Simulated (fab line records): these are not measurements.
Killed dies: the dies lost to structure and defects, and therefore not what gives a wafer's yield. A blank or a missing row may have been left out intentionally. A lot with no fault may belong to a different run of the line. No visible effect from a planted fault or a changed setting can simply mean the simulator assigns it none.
One fault through the eyes of 2 desks | flow sky130 | numbers are kept per desk, each desk with only its own; the story behind them comes last

## AT THE METROLOGY DESK
Lot by lot, what the gauges showed, no matter which tool ran the lot: averages of those sampled wafers that carry a number. The brackets show how far a lot's mean lies from the usual mean; more than 4 standard deviations puts the lot out of limits, marked OUT.
Columns: A = POLY_GATE_CVD_00_THK at SKY_POLY_GATE_THK_MEAS_01, usual 179.3 nm; B = cdNm at SKY_POLY_GATE_CD_MEAS_22, usual 150 nm
lot  | first seen here | A               | B
L476 | day 14 21:17    | 179.4           | 145
L474 | day 14 22:28    | 180.3           | 152
L483 | day 17 14:41    | 181.1           | 148
L484 | day 17 14:41    | 180.7           | 154
L485 | day 17 22:56    | 179.0           | 146
L486 | day 18 02:01    | 146.7 (-23) OUT | 150
L487 | day 18 10:10    | 143.6 (-26) OUT | 149
L494 | day 21 05:40    | 180.6           | 151
L496 | day 21 22:35    | 179.7           | 145
L497 | day 22 03:17    | 181.0           | 148
This desk's finding: out of limits on L486, L487; first on L486, day 18 02:01 (POLY_GATE_CVD_00_THK at SKY_POLY_GATE_THK_MEAS_01). Within limits: L476, L474, L483, L484, L485, L494, L496, L497.

## AT THE TOOL OWNER'S DESK: lpcvd-01
The tool's own readings at SKY_POLY_GATE_CVD_00 (deposits poly-Si, target thk 180 nm, time 720 s): means of the sampled wafers that have a number, for each lot that ran on this tool. The brackets show how far a lot's mean lies from the usual mean; more than 4 standard deviations puts the lot out of limits, marked OUT.
Columns: A = spikeTcBottomC at SKY_POLY_GATE_CVD_00, usual 640 C; B = spikeTcCentreC at SKY_POLY_GATE_CVD_00, usual 619.9 C; C = spikeTcLowerC at SKY_POLY_GATE_CVD_00, usual 620.0 C; D = spikeTcTopC at SKY_POLY_GATE_CVD_00, usual 641.0 C; E = spikeTcUpperC at SKY_POLY_GATE_CVD_00, usual 619.5 C
lot  | first seen here | A   | B                | C                | D                | E
L476 | day 14 20:03    | 643 | 618.9            | 619.6            | 640.0            | 619.4
L474 | day 14 21:15    | 643 | 618.2            | 618.1            | 640.7            | 618.7
L483 | day 17 13:28    | 635 | 621.6            | 620.1            | 642.9            | 621.2
L484 | day 17 13:28    | 645 | 618.4            | 619.3            | 640.7            | 618.9
L485 | day 17 21:44    | 644 | 618.0            | 619.2            | 639.3            | 618.5
L486 | day 18 00:47    | 635 | 610.8 (-5.4) OUT | 610.9 (-8.2) OUT | 631.5 (-6.0) OUT | 610.1 (-6.7) OUT
L487 | day 18 08:57    | 635 | 609.9 (-5.9) OUT | 611.5 (-7.7) OUT | 631.8 (-5.8) OUT | 610.6 (-6.4) OUT
L494 | day 21 04:26    | 635 | 621.9            | 620.6            | 642.0            | 621.7
L496 | day 21 21:23    | 633 | 621.7            | 620.9            | 641.9            | 620.4
L497 | day 22 02:05    | 643 | 618.6            | 619.6            | 639.4            | 618.9
Finding of this desk: L486, L487 out of limits; the first was L486 at day 18 00:47, on spikeTcCentreC at SKY_POLY_GATE_CVD_00. Within limits: L476, L474, L483, L484, L485, L494, L496, L497.

## TAKEN TOGETHER
An alarm could have come from the tool owner's desk at day 18 00:47, on L486, L487.
Metrology desk: alarm possible at day 18 02:01 on L486, L487.
All the named lots went through SKY_POLY_GATE_CVD_00 on lpcvd-01.

## WHAT WAS PUT IN BY THE SIMULATOR
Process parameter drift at SKY_POLY_GATE_CVD_00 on lpcvd-01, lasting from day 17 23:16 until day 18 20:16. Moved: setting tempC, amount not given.
Struck lots among those shown: L486, L487.
Counting hours from when the fault started, the first reading out of limits came at 2 for the tool owner's desk and at 3 for the metrology desk.
